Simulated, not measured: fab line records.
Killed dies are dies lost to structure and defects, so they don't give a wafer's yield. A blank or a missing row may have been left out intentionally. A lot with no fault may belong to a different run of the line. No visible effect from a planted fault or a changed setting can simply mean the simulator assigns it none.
A struck lot beside a sound one	flow gf180mcu	15 out of 602 route steps
Sound: the wafers L990.2, L990.5, L990.6. Struck: wafer L992.6 (left out: L992.4, L992.5 of the same lot, which were not struck); the cause appears at the end.
Order at every step that has rows: each side's tool, ch and its chambers, its first start. Under that, the readings that differ: sound wafers	struck wafers	difference of the means	sigmas: that difference in standard deviations of wafers without a fault.
alike: words and numbers the same on both sides, and readings whose means are apart by under 2 such deviations; not compared: readings that were withheld, readings missing a value for some wafer, numbers with overlapping values and no deviation given by the record, and bounds like >300 which may hide the same value.
Wherever a step has rows on one side only, a row that says differs or no value, or a row with sigmas, the two part there. Numbers that don't overlap but have no deviation are shown without sigmas and don't part them. A reading that every wafer of one side lacks parts them only if that side has two wafers or more.

GF_V1_OVL_MEAS_15:
  sound on overlay-01, day 21 07:45; struck on overlay-01, day 21 22:31
  alike: V1_OVL
GF_V1_ETCH_16: etches BARC in N2/H2.
  sound on rie-diel-01 ch 0,1, day 21 07:47; struck on rie-diel-02 ch 1, day 21 22:32
  alike: drypump-motor-current-A, oes-product-au, throttle-valve-pct
then, 1 step without rows for these wafers: GF_V1_ETCH_17 (etches SiO2 in C4F8/O2/Ar, stops on TiN, target depth 630 nm).
GF_V1_STRIP_18: strips in O2/N2.
  sound on plasma-asher-01 ch 0,1, day 21 07:55; struck on plasma-asher-01 ch 0, day 21 22:42
  alike: drypump-motor-current-A, heater-power-w, oes-product-au
  not compared: rf-hours-counter-h
then, 2 steps without rows for these wafers: GF_V1_STRIP_19 (strips in post etch residue remover, time 1200 s); GF_V1_CLEAN_20 (cleans in DIW).
GF_V1_SPUTTER_21: material Ti, target thk 15 nm, time 80.02 s.
  sound on pvd-sputter-04, day 21 08:29; struck on pvd-sputter-03, day 21 23:13
  alike: cathode-dc-power-W, throttle-valve-pct
GF_V1_SPUTTER_22: material TiN, target thk 10 nm, time 40 s.
  sound on pvd-sputter-04, day 21 08:32; struck on pvd-sputter-03, day 21 23:16
  alike: cathode-dc-power-W, throttle-valve-pct
GF_V1_CVD_23: deposits W, target thk 350 nm, time 105.05 s.
  sound on cvd-w-01 ch 0,1, day 21 08:35; struck on cvd-w-02 ch 0, day 21 23:21
  alike: heater-power-w
GF_V1_RS_MEAS_24: uses a four-point probe to measure.
  sound on film-metro-02, day 21 08:43; struck on film-metro-04, day 21 23:29
  alike: V1_W_RS
GF_V1_THK_MEAS_25: measures by xrf.
  sound on film-metro-02, day 21 08:49; struck on film-metro-04, day 21 23:34
  alike: V1_W_THK
then, 1 step without rows for these wafers: GF_V1_CMP_26 (polishes, stops on SiO2, t overpolish 15 s, target thk 0 nm).
GF_M2_SPUTTER_00: material Ti, target thk 37.5 nm, time 150 s.
  sound on pvd-sputter-01, day 21 09:10; struck on pvd-sputter-02, day 21 23:57
reading	sound	struck	difference	sigmas
model.Ti_of_M2_SPUTTER_00.thk-nm (nm)	37.45 37.01 37.3	53.71	+16.46	
  alike: cathode-dc-power-W, throttle-valve-pct
then, 2 steps without rows for these wafers: GF_M2_SPUTTER_01 (material TiN, target thk 30 nm, time 25 s); GF_PASSIVATION_PROBE_99.

== WHERE THEY PART ==
Nowhere in this record.

WHY: what had been put in by the simulator
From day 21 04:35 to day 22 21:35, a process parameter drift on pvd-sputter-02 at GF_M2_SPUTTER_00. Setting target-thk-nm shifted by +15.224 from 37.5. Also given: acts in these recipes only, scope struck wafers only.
